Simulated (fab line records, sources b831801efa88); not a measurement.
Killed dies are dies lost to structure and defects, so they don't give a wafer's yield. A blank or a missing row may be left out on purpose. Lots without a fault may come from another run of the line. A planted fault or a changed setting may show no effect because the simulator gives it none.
fab line records | flow sky130
record lots=6 wafers=18 last_day=50
route steps=708 shown FIELD_ISO@1 PAD_OPEN@708
lots that met no fault: from a run of the same line without faults
start_h: hours from the record's first day to the start of the lot's first wafer shown | wait_h: hours since the lot's step before | " the same as in the row above | L1.1+2: a row that stands for several wafers | - no value, or no start given | * or withheld: withheld | < > ~ a bound
route shown NAME@n: a module of which the file shows steps, and the number in the route of the first | usual: mean/standard deviation of fault-free wafers | same: alike in all rows | chamber/n: place in a boat | sites: the reading at each site | _std_site: their standard deviation | _edge_site: outer sites' mean less inner sites' | radius_mm: how far each site lies from the wafer's centre | mask NAME#n: copy n | behind: the tool/chamber that last shaped the wafer | hold: why the lot was held/for how many hours/how that ended | device: the transistor (n, p or np) that didn't switch | end of line: the same wafers' tests at the end of the route | a step without rows: its recipe alone | killed: dies lost to structure and defects at the first sort, not the wafer's yield | map: a wafer's dies, x killed, . not, _ none there
set.NAME: the setting as run; set.NAME@STEP: as run at that earlier step | model.NAME: the simulator's own value behind a step, which no gauge read
lots at some steps of the route; a table a step, a row a wafer
services: from which hour (start_h, from the record's first day; less than 0 if before it) a tool's chamber was out of use, for how many hours, and why
## steps
# step SKY_FIELD_ISO_BOW_MEAS_00
# recipe mode=bow
# usual INCOMING_BOW=-1/6.4
# columns lot.wafer tool chamber start_h wait_h INCOMING_BOW[um]
L891.1 film_metro-01 - 50.00 - -6
L891.4 " - " " 4
L891.5 " - " " 5
L893.2 film_metro-04 - 60.02 - -10
L893.3 " - " " -13
L893.5 " - " " 4
L895.1 film_metro-03 - 70.00 - 0
L895.3 " - " " -4
L895.4 " - " " -7
L897.2 film_metro-01 - 80.02 - 1
L897.5 " - " " -5
L897.6 " - " " -8
L899.1 film_metro-03 - 90.00 - -13
L899.2 " - " " -4
L899.4 " - " " 2
L906.1 film_metro-03 - 125.00 - -11
L906.2 " - " " -7
L906.6 " - " " -10
# step SKY_FIELD_ISO_OXIDATION_01
# recipe temp_c=900 ambient=O2 stabilise_s=600 purge_s=300 target_thk_a=120 ox_time_s=1816
# step SKY_FIELD_ISO_THK_MEAS_02
# recipe reads=SiO2_of_FIELD_ISO_OXIDATION_01
# usual FIELD_ISO_OXIDATION_00_THK=11.85/0.3
# columns lot.wafer tool chamber start_h wait_h FIELD_ISO_OXIDATION_00_THK[nm]
L891.1 film_metro-03 - 52.25 0.0 11.95
L891.4 " - " " 12.01
L891.5 " - " " 12.11
L893.2 film_metro-03 - 62.13 0.0 11.20
L893.3 " - " " 11.43
L893.5 " - " " 11.33
L895.1 film_metro-04 - 72.69 0.0 11.56
L895.3 " - " " 11.52
L895.4 " - " " 11.56
L897.2 film_metro-01 - 81.69 0.0 11.92
L897.5 " - " " 11.94
L897.6 " - " " 11.91
L899.1 film_metro-01 - 93.75 0.0 11.86
L899.2 " - " " 11.41
L899.4 " - " " 11.57
L906.1 film_metro-04 - 126.63 0.0 11.35
L906.2 " - " " 11.45
L906.6 " - " " 11.40
# step SKY_FIELD_ISO_CVD_03
# recipe material=Si3N4 precursor=DCS/NH3 target_thk_nm=165 temp_c=770 time_s=2830 pressure_mtorr=250
# step SKY_FIELD_ISO_THK_MEAS_04
# recipe reads=Si3N4_of_FIELD_ISO_CVD_03
# usual FIELD_ISO_CVD_03_THK=164.7/1.5
# columns lot.wafer tool chamber start_h wait_h FIELD_ISO_CVD_03_THK[nm]
L891.1 film_metro-04 - 56.00 0.0 163.2
L891.4 " - " " 163.9
L891.5 " - " " 164.5
L893.2 film_metro-01 - 64.08 0.0 167.0
L893.3 " - " " 167.0
L893.5 " - " " 165.6
L895.1 film_metro-03 - 74.54 0.0 164.7
L895.3 " - " " 163.3
L895.4 " - " " 162.7
L897.2 film_metro-04 - 84.42 0.0 165.3
L897.5 " - " " 163.3
L897.6 " - " " 164.1
L899.1 film_metro-01 - 95.60 0.0 165.8
L899.2 " - " " 165.0
L899.4 " - " " 165.9
L906.1 film_metro-01 - 128.48 0.0 163.7
L906.2 " - " " 163.6
L906.6 " - " " 164.3
# step SKY_FIELD_ISO_DEHYDRATE_05
# recipe temp_c=200 time_s=60
# step SKY_FIELD_ISO_HMDS_06
# recipe prime_time_s=60 prime_temp_c=120
# step SKY_FIELD_ISO_COAT_07
# recipe resist=BARC temp_c=withheld time_s=withheld spin_rpm=3000 resist_thk_nm=60
# step SKY_FIELD_ISO_COAT_08
# recipe resist=KrF-thick spin_rpm=3000 resist_thk_nm=450
# columns lot.wafer tool chamber start_h wait_h model.KrF-thick_of_FIELD_ISO_COAT_08.thk_nm
L891.1+4 litho_track-01 0 64 - 448.8
L891.5 " 0 " " 449
L893.2 litho_track-03 0 71 - 450.3
L893.3 " 0 " " 450
L893.5 " 0 " " 449.9
L895.1 litho_track-01 0 82 - 447.6
L895.3 " 0 " " 446.8
L895.4 " 0 " " 447.1
L897.2 litho_track-03 0 92 - 440.6
L897.5 " 0 " " 440.3
L897.6 " 0 " " 439.9
L899.1 litho_track-03 0 103 - 439.5
L899.2 " 0 " " 439.6
L899.4 " 0 " " 439.8
L906.1 litho_track-01 0 137 - 449.4
L906.2 " 0 " " 449.1
L906.6 " 0 " " 451.2
# step SKY_FIELD_ISO_SOFTBAKE_09
# recipe temp_c=100 time_s=90 resist=KrF-thick
# step SKY_FIELD_ISO_EXPOSE_10
# recipe mask_id=FOM na=0.68 source_shape=annular sigma_inner=0.4 sigma_outer=0.8 target_cd_nm=150 dose_mj=28
# step SKY_FIELD_ISO_PEB_11
# recipe peb_temp_c=withheld peb_time_s=withheld resist=KrF-thick
# step SKY_FIELD_ISO_DEVELOP_12
# recipe develop_time_s=60 resist=KrF-thick dev_temp_c=21
# step SKY_FIELD_ISO_CD_MEAS_13
# recipe target_cd_nm=150
# usual cd_nm=149.8/1.6
# columns lot.wafer tool chamber start_h wait_h cd_nm
L891.1 cd_sem-02 - 72.07 - 149.8
L891.4 " - " " 151.1
L891.5 " - " " 150.2
L893.2 cd_sem-02 - 80.14 - 147.8
L893.3 " - " " 149.0
L893.5 " - " " 148.8
L895.1 cd_sem-01 - 91.92 - 147.2
L895.3 " - " " 148.8
L895.4 " - " " 148.3
L897.2 cd_sem-01 - 101.76 - 148.4
L897.5 " - " " 148.4
L897.6 " - " " 146.7
L899.1 cd_sem-01 - 113.51 - 152.8
L899.2 " - " " 153.5
L899.4 " - " " 152.8
L906.1 cd_sem-02 - 147.97 - 147.5
L906.2 " - " " 147.4
L906.6 " - " " 146.7
# step SKY_FIELD_ISO_ETCH_14
# recipe chemistry=N2/H2 target=BARC ion_energy_ev=200 source_w=500 bias_w=100 pressure_mtorr=30 n2_flow_sccm=100 h2_flow_sccm=200 stop_on=SiO2 time_s=45.9 target_depth_a=600
# usual drypump_motor_current_A=5.8/0.42 oes_product_au=0.853/0.0048 throttle_valve_pct=13.226/0.0098
# columns lot.wafer tool chamber start_h wait_h drypump_motor_current_A oes_product_au rf_hours_counter_h throttle_valve_pct
L891.1 rie_diel-04 2 72.19 0.1 6.0 0.858 6 13.224
L891.4 " 3 " " 6.2 0.854 170 13.229
L891.5 " 3 " " 6.2 0.854 - 13.205
L893.2 rie_diel-03 0 80.24 0.1 5.6 0.857 60 13.221
L893.3 " 1 " " 6.0 0.854 2 13.224
L893.5 " 2 " " 5.5 0.851 - 13.240
L895.1 rie_diel-04 2 92.04 0.1 6.1 0.850 6 13.223
L895.3 " 1 " " 5.6 0.855 80 13.231
L895.4 " 0 " " 5.9 0.852 - 13.234
L897.2 rie_diel-03 2 101.86 0.1 5.5 0.847 107 13.219
L897.5 " 0 " " 5.6 0.850 - 13.245
L897.6 " 1 " " 6.1 0.851 - 13.233
L899.1 rie_diel-02 1 113.63 0.1 6.4 0.863 1 13.230
L899.2 " 2 " " 6.5 0.857 4 13.232
L899.4 " 3 " " 5.5 0.854 135 13.213
L906.1 rie_diel-04 2 148.09 0.1 6.0 0.856 7 13.227
L906.2 " 1 " " 5.6 0.856 82 13.220
L906.6 " 3 " " 6.2 0.853 - 13.224
# step SKY_FIELD_ISO_ETCH_15
# recipe chemistry=CHF3/O2 target_depth_nm=180 stop_on=Si source_w=600 bias_w=200 pressure_mtorr=40 chf3_flow_sccm=50 O2_flow_sccm=5 time_s=72
# usual drypump_motor_current_A=5.8/0.42 oes_product_au=0.945/0.007 throttle_valve_pct=8.844/0.0088
# columns lot.wafer tool chamber start_h wait_h drypump_motor_current_A oes_product_au rf_hours_counter_h throttle_valve_pct model.KrF-thick_of_FIELD_ISO_COAT_08.thk_nm
L891.1 rie_diel-04 2 72.23 0.0 6.0 0.940 6 8.851 232.4
L891.4 " 3 " " 6.2 0.943 170 8.847 237.3
L891.5 " 3 " " 6.2 0.943 - 8.844 237.1
L893.2 rie_diel-03 0 80.28 0.0 5.6 0.955 60 8.843 237.2
L893.3 " 1 " " 6.0 0.951 2 8.857 239.6
L893.5 " 2 " " 5.5 0.953 - 8.834 232.2
L895.1 rie_diel-04 2 92.08 0.0 6.1 0.947 6 8.840 234.4
L895.3 " 1 " " 5.6 0.943 81 8.837 237.5
L895.4 " 0 " " 5.9 0.932 - 8.852 232.9
L897.2 rie_diel-03 2 101.90 0.0 5.5 0.954 107 8.847 222.8
L897.5 " 0 " " 5.6 0.938 - 8.830 226.5
L897.6 " 1 " " 6.1 0.947 - 8.853 229.1
L899.1 rie_diel-02 1 113.67 0.0 6.3 0.953 1 8.839 223.9
L899.2 " 2 " " 6.4 0.943 4 8.849 224.3
L899.4 " 3 " " 5.4 0.955 135 8.864 225.6
L906.1 rie_diel-04 2 148.13 0.0 6.0 0.937 7 8.851 233.4
L906.2 " 1 " " 5.6 0.942 82 8.841 236.6
L906.6 " 3 " " 6.2 0.945 - 8.845 237
# step SKY_FIELD_ISO_STRIP_16
# recipe chemistry=O2/N2 power_w=1400 pressure_mtorr=1500 platen_temp_c=withheld o2_flow_sccm=3000 n2_flow_sccm=300 overash_fraction=0.5
# usual drypump_motor_current_A=5.5/0.43 oes_product_au=0.377/0.0046 strip_time_to_endpoint_s=3.53/0.032
# columns lot.wafer tool chamber start_h wait_h drypump_motor_current_A oes_product_au rf_hours_counter_h strip_time_to_endpoint_s
L891.1 plasma_asher-03 0 72.29 0.0 5.5 0.368 39 3.51
L891.4 " 1 " " 5.1 0.379 - 3.55
L891.5 " 0 " " 5.6 0.373 - 3.55
L893.2 plasma_asher-03 1 80.33 0.0 5.2 0.382 39 3.55
L893.3 " 1 " " 5.2 0.384 - 3.58
L893.5 " 1 " " 5.2 0.373 - 3.49
L895.1 plasma_asher-04 1 92.14 0.0 5.7 0.376 28 3.53
L895.3 " 1 " " 5.7 0.374 - 3.56
L895.4 " 0 " " 5.0 0.375 - 3.51
L897.2 plasma_asher-03 1 101.95 0.0 5.1 0.378 42 3.39
L897.5 " 0 " " 5.6 0.367 - 3.44
L897.6 " 1 " " 5.1 0.376 - 3.46
L899.1 plasma_asher-04 1 113.73 0.0 5.7 0.365 30 3.41
L899.2 " 0 " " 5.0 0.374 30 3.42
L899.4 " 1 " " 5.6 0.366 - 3.43
L906.1 plasma_asher-03 1 148.18 0.0 5.2 0.381 46 3.51
L906.2 " 0 " " 5.6 0.377 46 3.56
L906.6 " 0 " " 5.5 0.379 - 3.56
# step SKY_FIELD_ISO_ETCH_17
# recipe target_depth_a=3420 mask_material=Si3N4 chemistry=HBr/Cl2/O2 target=Si taper_deg=5 icp_w=600 bias_w=150 pressure_mtorr=15 HBr_flow_sccm=150 Cl2_flow_sccm=40 O2_flow_sccm=6 time_s=97.7
# usual HBr_flow_sccm=150.0/0.45 drypump_motor_current_A=5.8/0.54 oes_product_au=1.001/0.011 throttle_valve_pct=25.656/0.011
# columns lot.wafer tool chamber start_h wait_h HBr_flow_sccm drypump_motor_current_A oes_product_au rf_hours_counter_h throttle_valve_pct
L891.1 rie_si-02 1 72.39 0.1 149.2 6.5 1.004 3 25.650
L891.4 " 2 " " 149.6 5.8 1.018 70 25.649
L891.5 " 3 " " 150.0 5.4 0.987 - 25.655
L893.2 rie_si-01 3 80.43 0.1 149.4 5.8 0.979 46 25.663
L893.3 " 2 " " 150.2 6.2 0.987 1 25.677
L893.5 " 0 " " 150.1 6.6 0.989 - 25.669
L895.1 rie_si-02 2 92.24 0.1 150.3 5.9 1.008 70 25.641
L895.3 " 0 " " 150.2 5.8 0.980 0 25.666
L895.4 " 1 " " 150.7 6.4 1.006 4 25.631
L897.2 rie_si-02 2 102.05 0.1 149.8 5.8 1.006 70 25.640
L897.5 " 0 " " 150.0 5.8 0.991 - 25.655
L897.6 " 1 " " 149.5 6.4 1.003 - 25.658
L899.1 rie_si-01 1 113.83 0.1 150.6 4.8 1.007 1 25.652
L899.2 " 2 " " 150.4 6.2 0.999 2 25.669
L899.4 " 3 " " 149.7 5.8 0.999 47 25.663
L906.1 rie_si-02 1 148.28 0.1 150.8 6.4 1.011 4 25.649
L906.2 " 0 " " 149.5 5.8 0.998 1 25.646
L906.6 " 3 " " 151.4 5.4 0.998 - 25.664
# step SKY_PAD_OPEN_PROBE_99
# usual killed_at_M0_to_M3=42/7.2 killed_at_M4_up=3.5/1.8 killed_at_contacts=25/5.7 killed_at_front_end=16/4.6 killed_at_other=0.2/0.41 killed_dies=86/9.3 killed_open=47/6.3 killed_short=39/5.9
# same gross_dies=492 killed_at_back_side=0
# columns lot.wafer tool chamber start_h wait_h killed_at_M0_to_M3 killed_at_M4_up killed_at_contacts killed_at_front_end killed_at_other killed_dies killed_open killed_short
L897.2 prober-01 - 1164.03 0.1 52 2 29 10 0 93 55 38
L897.5 prober-01 - 1164.18 0.2 41 6 20 15 0 82 47 35
L897.6 prober-01 - 1164.23 0.2 41 5 18 14 0 78 44 34
L899.1 prober-01 - 1171.65 0.1 45 3 34 13 0 95 52 43
L899.2 prober-01 - 1171.70 0.1 45 5 25 15 0 90 43 47
L899.4 prober-01 - 1171.80 0.2 38 5 30 13 0 86 49 37
# killed by level:class
L897.2 LI_CONTACT:geometric_particle:open=13 VIA1:geometric_particle:open=10 VIA3:geometric_particle:open=10 VIA2:geometric_particle:open=8 CONTACT:geometric_particle:open=7 METAL2:geometric_particle:short=6 LOCAL_INTERCONNECT:geometric_particle:short=5 METAL1:geometric_particle:short=4
L897.5 VIA1:geometric_particle:open=13 CONTACT:geometric_particle:open=8 VIA3:geometric_particle:open=7 LOCAL_INTERCONNECT:geometric_particle:short=6 POLY_GATE:geometric_particle:short=4 CONTACT:geometric_particle:short=4 METAL2:geometric_particle:short=4 VIA2:geometric_particle:open=4
L897.6 VIA1:geometric_particle:open=9 VIA2:geometric_particle:open=8 CONTACT:geometric_particle:open=7 METAL2:geometric_particle:short=7 POLY_GATE:geometric_particle:short=5 POLY_GATE:geometric_particle:open=4 VIA3:geometric_particle:open=4 LI_CONTACT:geometric_particle:short=3
L899.1 CONTACT:geometric_particle:open=14 VIA1:geometric_particle:open=13 LI_CONTACT:geometric_particle:open=7 VIA1:geometric_particle:short=7 VIA2:geometric_particle:open=7 CONTACT:geometric_particle:short=6 METAL2:geometric_particle:short=6 FIELD_ISO:geometric_particle:short=4
L899.2 VIA2:geometric_particle:open=8 VIA3:geometric_particle:open=7 VIA1:geometric_particle:open=7 LI_CONTACT:geometric_particle:short=6 LI_CONTACT:geometric_particle:open=6 CONTACT:geometric_particle:open=6 VIA1:geometric_particle:short=6 VIA3:geometric_particle:short=6
L899.4 LI_CONTACT:geometric_particle:open=10 CONTACT:geometric_particle:open=9 VIA3:geometric_particle:open=7 VIA3:geometric_particle:short=7 VIA1:geometric_particle:open=6 VIA2:geometric_particle:open=6 POLY_GATE:geometric_particle:open=5 POLY_GATE:geometric_particle:short=4
## services
# columns tool chamber start_h hours kind
rie_diel-02 0 41.48 2.5 repair
rie_diel-04 0 60.50 3.5 repair
rie_diel-02 3 63.27 1.8 repair
rie_diel-04 3 77.30 - clean
rie_diel-04 3 77.30 19.0 scheduled_down
rie_diel-04 3 77.30 19.0 vent_cycle
rie_si-02 - 83.67 0.2 repair
rie_diel-02 - 101.20 0.3 repair
rie_si-02 - 102.51 0.7 repair
rie_si-02 1 120.71 15.0 repair
rie_si-02 0 122.44 6.4 repair
rie_si-01 1 134.17 10.5 repair
rie_diel-03 0 145.13 2.0 repair
## key
first_sign step=SKY_FIELD_ISO_STRIP_16 reading=strip_time_to_endpoint_s direction=down sigmas=3.2 usual=* struck=* through=*
effect none on later readings
model_effect step=SKY_FIELD_ISO_COAT_08 value=KrF-thick_of_FIELD_ISO_COAT_08.thk_nm without=449.8 struck=439.9
model_effect step=SKY_FIELD_ISO_ETCH_15 value=KrF-thick_of_FIELD_ISO_COAT_08.thk_nm without=235.2 struck=225.4
met_at SKY_FIELD_ISO_COAT_08
struck_wafers L897.2,L897.5,L897.6,L899.1,L899.2,L899.4
tester_left_out L897,L899
loop_trim step=SKY_FIELD_ISO_EXPOSE_10 setting=dose lots=L899
onset_between 71 92
fault kind=process_parameter_drift tool=litho_track-03 chamber=- onset_h=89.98 steps=SKY_FIELD_ISO_COAT_08 channel=resist_thk_nm offset=-9.8278 shape=step end_h=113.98 acts_in=these_recipes_only stated=450
# tester_left_out: of these lots the tester's yield and bins aren't shown, on N5 and GAA mostly nor the transistor test; their killed dies are dies lost to structure and defects alone, not to doping, threshold or leakage, so they don't give the yield
# loop_trim: a control loop set the setting to another value than it would have without faults
